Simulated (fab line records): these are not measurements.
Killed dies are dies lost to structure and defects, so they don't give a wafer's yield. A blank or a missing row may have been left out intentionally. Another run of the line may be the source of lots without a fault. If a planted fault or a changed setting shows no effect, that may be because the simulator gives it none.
Which tool was responsible? | flow sky130 | 6 lots with 18 wafers sampled at 2 steps, on a route of 708 steps

== WHAT EACH GAUGE READ, for each wafer ==
SKY_SD_N_RS_MEAS_16: measures by four-point-probe.
lot  | measured     | on            | SD_N_RS (ohm/sq)
L439 | day 27 21:58 | film metro-02 | 68.67 68.62 68.56
L446 | day 30 16:06 | film metro-04 | 68.45 68.60 68.46
L455 | day 33 10:24 | film metro-04 | 70.15 70.03 70.03 70.05 70.02 70.02
L457 | day 33 15:06 | film metro-04 | 68.59 68.77 68.60
L460 | day 34 13:52 | film metro-01 | 68.43 68.33 68.42
L462 | day 35 07:22 | film metro-01 | 68.48 68.45 68.47

== WHAT TOOL EACH LOT RAN ON (gives the tool, then ch and the chambers of the sampled wafers, and finally the start) ==
lot  | SKY_SD_N_IMPLANT_10
L439 | implanter-03 ch 0, day 27 21:21
L446 | implanter-04 ch 0, day 30 15:35
L455 | implanter-03 ch 0, day 33 09:48
L457 | implanter-04 ch 0, day 33 14:35
L460 | implanter-02 ch 0, day 34 13:19
L462 | implanter-02 ch 0, day 35 06:51
- SKY_SD_N_IMPLANT_10

== THE ANSWER, worked out from the rows above alone ==
Rule: usual is defined by the lots themselves. Put in order of their means at a reading, lots are off if they are a third of the lots or fewer, leave a main group of 4 or more, and stand apart from it by a gap of 3 or more times the standard deviation of the main group's means; of several such gaps the widest counts. Not used: any main group whose means are identical at the precision the tables above print for the reading. Also off: a lot with no number at a reading for which 4 or more lots have one. All remaining lots with rows at the step are treated as sound.
Off: at SKY_SD_N_RS_MEAS_16 (SD_N_RS), L455. The main group: mean 68.53 ohm/sq, standard deviation 0.096.
If a tool, at a process step before that reading, ran all the lots that are off and no sound lot after the first of them, it fits. Those tools and the gauges at SKY_SD_N_RS_MEAS_16 are tried in the same way. One fits: implanter-03 at SKY_SD_N_IMPLANT_10. A fault onset in the window from L439 (day 27 21:21, its last sound lot) to L455 (day 33 09:48, its first lot off) fits.

== WHAT THE SIMULATOR HAD INSERTED ==
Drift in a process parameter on implanter-03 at SKY_SD_N_IMPLANT_10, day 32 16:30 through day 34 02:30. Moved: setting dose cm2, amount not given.
Struck lots among those shown: L455. Same finding as the rule above.
